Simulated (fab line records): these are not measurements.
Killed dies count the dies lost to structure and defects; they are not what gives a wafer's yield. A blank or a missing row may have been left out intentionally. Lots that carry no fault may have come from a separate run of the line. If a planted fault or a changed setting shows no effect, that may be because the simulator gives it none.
A lot that was struck, set against a sound lot    flow sky130    25 out of 708 route steps
Sound: these wafers, L518.1, L518.2, L518.3. Wafers struck: L533.2, L533.3, L533.6. Last of all comes the cause.
Per side, at each step with rows, come the tool, then ch with its chambers, and then its first start. Under that, the readings that differ: sound wafers    struck wafers    difference of the means    sigmas: that difference in standard deviations of wafers without a fault.
alike: same words and numbers on both sides, and readings whose means sit less than 2 such deviations apart. not compared: any withheld reading, any reading some wafer has no value for, any bound like >300 that may hide the same value, and any number with overlapping values for which the record gives no deviation.
The two part at a step that has a row with sigmas, a row that says differs or no value, or rows on one side only. Non-overlapping numbers with no deviation appear without sigmas and do not part them. A reading missing from all wafers of one side parts the sides only when that side holds two or more wafers.

first, 4 steps without rows for these wafers: SKY_RES_PROTECT_EXPOSE_04 (exposes mask RPM, target cd 1270 nm); SKY_RES_PROTECT_PEB_05; SKY_RES_PROTECT_DEVELOP_06 (develop time 60 s); SKY_POLY_GATE_IMPLANT_02.
SKY_RES_PROTECT_STRIP_07: strips in O2/N2.
  sound on plasma-asher-03 ch 0,1, day 15 19:47; struck on plasma-asher-03 ch 0,1, day 21 04:35
  alike: drypump-motor-current-A, oes-product-au, strip-time-to-endpoint-s
  not compared: rf-hours-counter-h
SKY_RES_PROTECT_TW_MEAS_08:
  sound on film-metro-02, day 15 19:53; struck on film-metro-01, day 21 04:41
reading       sound           struck          difference  sigmas
POLY_GATE_TW  4006 3999 4008  4081 4061 4077  +69         +2
then, 2 steps without rows for these wafers: SKY_RES_PROTECT_CLEAN_09 (cleans in SC1/SC2, time 150 s); SKY_POLY_GATE_CVD_03 (deposits Si3N4 from DCS/NH3, target thk 75 nm, time 1290 s).
SKY_POLY_GATE_THK_MEAS_04:
  sound on film-metro-03, day 15 21:22; struck on film-metro-03, day 21 06:17
  alike: POLY_GATE_CVD_03_THK
then, 3 steps without rows for these wafers: SKY_POLY_GATE_DEHYDRATE_05 (time 60 s); SKY_POLY_GATE_HMDS_06 (prime time 60 s); SKY_POLY_GATE_COAT_07 (resist thk 110 nm).
SKY_POLY_GATE_COAT_08: resist thk 450 nm.
  sound on litho-track-01 ch 0, day 16 10:00; struck on litho-track-04 ch 0, day 21 21:00
reading                                           sound                 struck                difference  sigmas
spin-speed-rpm (rpm)                              2998.8 2998.5 3000.6  3259.4 3258.6 3257.3  +259.1      +99 or more
model.KrF-thick_of_POLY_GATE_COAT_08.thk-nm (nm)  450.8 450.7 449       431.4 433.2 431.6     -18.1       
then, 4 steps without rows for these wafers: SKY_POLY_GATE_SOFTBAKE_09 (time 90 s); SKY_POLY_GATE_EXPOSE_10 (exposes mask P1M, target cd 150 nm); SKY_POLY_GATE_PEB_11; SKY_POLY_GATE_DEVELOP_12 (develop time 60 s).
SKY_POLY_GATE_CD_MEAS_13 targets a cd of 150 nm.
  sound on cd-sem-02, day 17 00:40; struck on cd-sem-02, day 22 12:26
  alike: cd-nm
SKY_POLY_GATE_OVL_MEAS_14:
  sound on overlay-02, day 17 00:47; struck on overlay-01, day 22 12:33
  alike: POLY_GATE_OVL
SKY_POLY_GATE_ETCH_15: etches BARC in N2/H2, stops on SiO2, time 118.5 s, target depth 110 nm.
  sound on rie-diel-03 ch 0,1,2, day 17 00:50; struck on rie-diel-03 ch 1,3, day 22 12:35
  alike: drypump-motor-current-A, oes-product-au, throttle-valve-pct
  not compared: rf-hours-counter-h
SKY_POLY_GATE_ETCH_16: etches Si3N4 in CH3F/O2, stops on poly-Si, time 147.5 s, target depth 75 nm.
  sound on rie-diel-03 ch 0,1,2, day 17 00:55; struck on rie-diel-03 ch 1,3, day 22 12:40
  alike: drypump-motor-current-A, oes-product-au, throttle-valve-pct
  not compared: rf-hours-counter-h
SKY_POLY_GATE_ETCH_17: etches poly-Si in HBr/Cl2, stops on SiO2, target depth 180 nm, time 70.5 s.
  sound on rie-si-01 ch 1,2,3, day 17 01:01; struck on rie-si-01 ch 0,1,3, day 22 12:46
reading                                           sound              struck           difference  sigmas
model.KrF-thick_of_POLY_GATE_COAT_08.thk-nm (nm)  143.7 141.4 138.9  118.4 122.2 123  -20.1       
  alike: drypump-motor-current-A, he-backside-leak-sccm, oes-product-au, throttle-valve-pct
  not compared: rf-hours-counter-h
SKY_POLY_GATE_STRIP_18: strips in O2/N2.
  sound on plasma-asher-02 ch 0,1, day 17 01:04; struck on plasma-asher-04 ch 0, day 22 12:49
reading                       sound              struck             difference  sigmas
drypump-motor-current-A (A)   4.8 5.1 4.8        6.4 6.4 6.3        +1.5        +2
oes-product-au (a.u.)         0.362 0.369 0.362  0.351 0.356 0.343  -0.014      -3
strip-time-to-endpoint-s (s)  3.20 3.19 3.14     2.92 2.96 2.98     -0.22       -6
  not compared: rf-hours-counter-h
then, 1 step without rows for these wafers: SKY_POLY_GATE_CLEAN_19 (cleans in SC1/SC2, time 150 s).
-- record jumps: 27 days separate the struck wafers' starts on either side; left off in module POLY_GATE, taken up again in module PAD_OPEN, whose first shown step is the route's number 708 --
SKY_PAD_OPEN_PROBE_99:
  sound on prober-01, day 46 10:49; struck on prober-02, day 49 18:59
  alike: killed_at_M0_to_M3, killed_at_M4_up, killed-at-contacts, killed-at-front-end, killed-at-other, killed-dies, killed-open, killed-short

## WHERE THEY PART
Earliest at SKY_RES_PROTECT_TW_MEAS_08; latest, in this record, at SKY_POLY_GATE_STRIP_18. Later steps at which nothing parts them and some readings are alike: SKY_PAD_OPEN_PROBE_99.

WHY: what had been put in by the simulator
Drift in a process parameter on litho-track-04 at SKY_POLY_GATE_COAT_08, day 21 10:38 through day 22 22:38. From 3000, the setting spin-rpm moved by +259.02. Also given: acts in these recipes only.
